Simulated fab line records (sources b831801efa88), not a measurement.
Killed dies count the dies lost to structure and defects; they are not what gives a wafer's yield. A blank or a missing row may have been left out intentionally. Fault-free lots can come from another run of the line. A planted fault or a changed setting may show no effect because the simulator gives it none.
Struck lot and sound lot, side by side ; flow sky130 ; 21 out of 708 route steps
Sound: wafers L773.4, L773.5, L773.6. Struck: wafers L781.2, L781.5. (L781.4 of the same lot was not struck and is left out.) The cause comes at the end.
Order at every step that has rows: each side's tool, ch and its chambers, its first start. Under that, the readings that differ: sound wafers ; struck wafers ; difference of the means ; sigmas: that difference in standard deviations of wafers without a fault.
alike: same words and numbers on both sides, and readings whose means sit less than 2 such deviations apart. not compared: any withheld reading, any reading some wafer has no value for, any bound like >300 that may hide the same value, and any number with overlapping values for which the record gives no deviation.
The two part at a step that has a row with sigmas, a row that says differs or no value, or rows on one side only. Numbers that have no deviation but don't overlap get no sigmas and don't part them. A reading missing from all wafers of one side parts the sides only when that side holds two or more wafers.

SKY_NWELL_OVL_MEAS_23:
  sound on overlay-01 at day 7 02:37; struck on overlay-01 at day 9 04:45
  alike: NWELL_01_OVL
then, 1 step without rows for these wafers: SKY_NWELL_IMPLANT_24.
SKY_NWELL_STRIP_25: strips in O2/N2.
  sound on plasma-asher-01 ch 0,1, day 7 02:49; struck on plasma-asher-03 ch 0,1, day 9 04:56
  alike: drypump-motor-current-A, oes-product-au, strip-time-to-endpoint-s
  not compared: rf-hours-counter-h
SKY_NWELL_TW_MEAS_26:
  sound on film-metro-04 at day 7 02:55; struck on film-metro-04 at day 9 05:02
  alike: NWELL_2_TW
then, 1 step without rows for these wafers: SKY_NWELL_CLEAN_27 (cleans in SC1/SC2, time 150 s).
SKY_NWELL_RTA_28: time 30 s.
  sound on rtp-anneal-02 ch 0, day 7 03:03; struck on rtp-anneal-01 ch 0, day 9 05:10
  alike: lamp-power-pct, wafer_temp_C_max
SKY_NWELL_RS_MEAS_29: a four-point-probe measurement.
  sound on film-metro-01 at day 7 03:10; struck on film-metro-04 at day 9 05:16
  alike: NWELL_RS
SKY_NWELL_RS_MEAS_31: a four-point-probe measurement.
  sound on film-metro-01 at day 7 03:24; struck on film-metro-04 at day 9 05:30
  alike: PWDE_RS
then, 3 steps without rows for these wafers: SKY_VT_ADJUST_HVTP_DEHYDRATE_00 (time 60 s); SKY_VT_ADJUST_HVTP_HMDS_01 (prime time 60 s); SKY_VT_ADJUST_HVTP_COAT_02 (resist thk 1140 nm).
SKY_VT_ADJUST_HVTP_SOFTBAKE_03: time 60 s.
  sound on litho-track-01 ch 0, day 7 12:14; struck on litho-track-02 ch 0, day 9 15:51
reading;sound;struck;difference;sigmas
run-length-s (s);89.05 89.01 89.04;113.64 113.58;+24.58;+99 or more
model.NOVOLAK_of_VT_ADJUST_HVTP_COAT_02.thk-nm (nm);1137 1141 1139;1128 1133;-8;
then, 2 steps without rows for these wafers: SKY_VT_ADJUST_HVTP_EXPOSE_04 (exposes mask HVTPM, target cd 380 nm); SKY_VT_ADJUST_HVTP_PEB_05.
SKY_VT_ADJUST_HVTP_DEVELOP_06: develop time 60 s.
  sound on litho-track-04 ch 0, day 7 21:59; struck on litho-track-01 ch 0, day 10 02:17
reading;sound;struck;difference;sigmas
model.NOVOLAK_of_VT_ADJUST_HVTP_COAT_02.thk-nm (nm);1137 1141 1138;1128 1132;-9;
SKY_VT_ADJUST_HVTP_CD_MEAS_07: target cd 380 nm.
  sound on cd-sem-01 at day 7 22:08; struck on cd-sem-02 at day 10 02:25
  alike: cd-nm
SKY_VT_ADJUST_HVTP_OVL_MEAS_08:
  sound on overlay-02 at day 7 22:12; struck on overlay-02 at day 10 02:32
  alike: VT_ADJUST_HVTP_OVL
then, 1 step without rows for these wafers: SKY_VT_ADJUST_HVTP_IMPLANT_09.
SKY_VT_ADJUST_HVTP_STRIP_10: strips in O2/N2.
  sound on plasma-asher-02 ch 0,1, day 7 22:25; struck on plasma-asher-03 ch 1, day 10 02:43
reading;sound;struck;difference;sigmas
strip-time-to-endpoint-s (s);14.16 14.19 14.16;14.03 14.10;-0.11;-3
  alike: drypump-motor-current-A, oes-product-au
  not compared: rf-hours-counter-h
SKY_VT_ADJUST_HVTP_TW_MEAS_11:
  sound on film-metro-02 at day 7 22:30; struck on film-metro-01 at day 10 02:49
reading;sound;struck;difference;sigmas
VT_ADJUST_HVTP_TW;1335 1321 1334;1371 1369;+40;+2
-- a jump in the record: the struck wafers' starts before and after are 40 days apart (it breaks off in module VT_ADJUST_HVTP and resumes in module PAD_OPEN, where the first step shown is number 708 of the route) --
SKY_PAD_OPEN_PROBE_99:
  sound on prober-02 at day 47 21:35; struck on prober-02 at day 49 15:23
reading;sound;struck;difference;sigmas
killed-at-front-end;7 3 13;26 16;+13;+3
killed-dies;90 79 77;116 96;+24;+2
  alike: killed_at_M0_to_M3, killed_at_M4_up, killed-at-contacts, killed-at-other, killed-open, killed-short

WHERE THEY PART
First at SKY_VT_ADJUST_HVTP_SOFTBAKE_03; last, within this record, at SKY_PAD_OPEN_PROBE_99.

WHY: what the simulator had put in
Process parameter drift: litho-track-02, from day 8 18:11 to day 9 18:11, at SKY_VT_ADJUST_HVTP_SOFTBAKE_03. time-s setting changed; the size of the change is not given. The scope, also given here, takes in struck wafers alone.
